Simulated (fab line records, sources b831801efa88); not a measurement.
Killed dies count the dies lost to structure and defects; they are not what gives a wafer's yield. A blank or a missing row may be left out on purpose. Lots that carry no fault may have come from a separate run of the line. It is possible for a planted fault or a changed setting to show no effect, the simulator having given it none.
The same fault as seen by 2 desks | flow sky130 | what lay behind the numbers comes last; until then each desk has only its own

## THE TOOL OWNER'S DESK: hdpcvd-01
The tool's own readings at SKY_VIA3_HDPCVD_00 (deposits SiO2, target thk 1635 nm, time 272.5 s): means of the sampled wafers that have a number, for each lot that ran on this tool. Any lot whose mean is over 4 standard deviations away from the usual mean is out of limits and marked OUT; that distance is given in the brackets.
Columns: A = runLengthS at SKY_VIA3_HDPCVD_00, usual 300.3 s
lot  | first seen here | A
L203 | day 39 07:15    | 300.7
L209 | day 41 06:55    | 300.6
L212 | day 42 01:16    | 300.9
L213 | day 42 02:14    | 287.5 (-23) OUT
L215 | day 42 17:05    | 287.8 (-22) OUT
L225 | day 45 16:59    | 301.0
This desk finds L213, L215 out of limits, L213 being first, at day 42 02:14 (runLengthS at SKY_VIA3_HDPCVD_00). L203, L209, L212, L225 stayed within limits.

## METROLOGY DESK
Means of the sampled wafers that have a number, per lot and without regard to the tool the lot ran on: this is what the gauges read. Any lot whose mean is over 4 standard deviations away from the usual mean is out of limits and marked OUT; that distance is given in the brackets.
Columns: A = METAL3_OVL at SKY_METAL3_OVL_MEAS_14, usual 0 nm; B = VIA3_HDPCVD_THK at SKY_VIA3_THK_MEAS_01, usual 1625 nm
lot  | first seen here | A  | B
L202 | day 38 13:13    | -6 | 1622
L203 | day 39 06:16    | -4 | 1620
L208 | day 40 18:08    | -6 | 1621
L209 | day 41 05:58    | 3  | 1621
L212 | day 42 00:13    | -4 | 1622
L213 | day 42 00:50    | 9  | 1542 (-5.5) OUT
L214 | day 42 11:15    | 2  | 1628
L215 | day 42 16:05    | 0  | 1536 (-6.0) OUT
L220 | day 44 03:09    | -2 | 1636
L221 | day 44 05:18    | -1 | 1648
L225 | day 45 16:02    | -3 | 1625
This desk finds L213, L215 out of limits, with the earliest case on L213 at day 42 02:25 (VIA3_HDPCVD_THK at SKY_VIA3_THK_MEAS_01). L202, L203, L208, L209, L212, L214, L220, L221, L225 stayed within limits.

## ALL TOGETHER
An alarm could have come from the tool owner's desk at day 42 02:14, on L213, L215.
L213, L215 would have let the metrology desk raise an alarm at day 42 02:25.
On hdpcvd-01, each named lot ran SKY_VIA3_HDPCVD_00.

## WHAT THE SIMULATOR HAD INSERTED
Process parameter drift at SKY_VIA3_HDPCVD_00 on hdpcvd-01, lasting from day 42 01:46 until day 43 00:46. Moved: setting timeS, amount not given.
Struck lots among those shown: L213, L215.
Hours from the fault's start to each desk's first reading out of limits: the tool owner's desk, 0; the metrology desk, 1.
